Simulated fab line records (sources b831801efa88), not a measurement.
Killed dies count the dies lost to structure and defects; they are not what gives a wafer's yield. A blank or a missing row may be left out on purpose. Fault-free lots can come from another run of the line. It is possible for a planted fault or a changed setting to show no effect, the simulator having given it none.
Chamber matching / flow gf180mcu / cmp-01 running GF_V1_CMP_04: 4 sister chambers
The step polishes SiO2. 4 wafers are shown with their chamber, then 9 later ones without.

## WAFERS WITH THEIR CHAMBER
wafer=L579.4; chamber=0; motor current A (A)=11.7
wafer=L581.4; chamber=1; motor current A (A)=11.6
wafer=L582.3; chamber=2; motor current A (A)=11.6
wafer=L582.6; chamber=3; motor current A (A)=16.1

## WAFERS WITH NO CHAMBER GIVEN
wafer=L584.2; motor current A (A)=12.4
wafer=L584.5; motor current A (A)=11.6
wafer=L584.6; motor current A (A)=15.7
wafer=L590.2; motor current A (A)=11.7
wafer=L590.5; motor current A (A)=11.8
wafer=L590.6; motor current A (A)=12.3
wafer=L597.1; motor current A (A)=12.1
wafer=L597.4; motor current A (A)=15.5
wafer=L597.6; motor current A (A)=16.9

## EACH ONE'S CHAMBER
wafer=L584.2; from the rows above=can't be placed: 0 or 1 or 2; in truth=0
wafer=L584.5; from the rows above=can't be placed: 1 or 2 or 0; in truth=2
wafer=L584.6; from the rows above=3; in truth=3
wafer=L590.2; from the rows above=can't be placed: 0 or 1 or 2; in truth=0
wafer=L590.5; from the rows above=can't be placed: 0 or 1 or 2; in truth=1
wafer=L590.6; from the rows above=can't be placed: 0 or 1 or 2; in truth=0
wafer=L597.1; from the rows above=can't be placed: 0 or 1 or 2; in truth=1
wafer=L597.4; from the rows above=3; in truth=3
wafer=L597.6; from the rows above=3; in truth=3
Placed correctly: 3 of 9. Unplaceable from these rows: 6, with the true chamber sitting among the candidates in 6. 0 placed wrongly.
How it was worked out, from the rows above alone: a wafer's distance from a chamber is the root of the sum, over the readings, of the square of ((its reading less the chamber's mean) divided by the reading's scatter). The wafer belongs to the nearest chamber; if the next one is less than 2 further off, it can't be placed. Each chamber's mean is taken over the wafers shown for it. The scatter: root of mean squared gap, hidden wafer to nearest shown wafer, with one shown wafer a chamber.
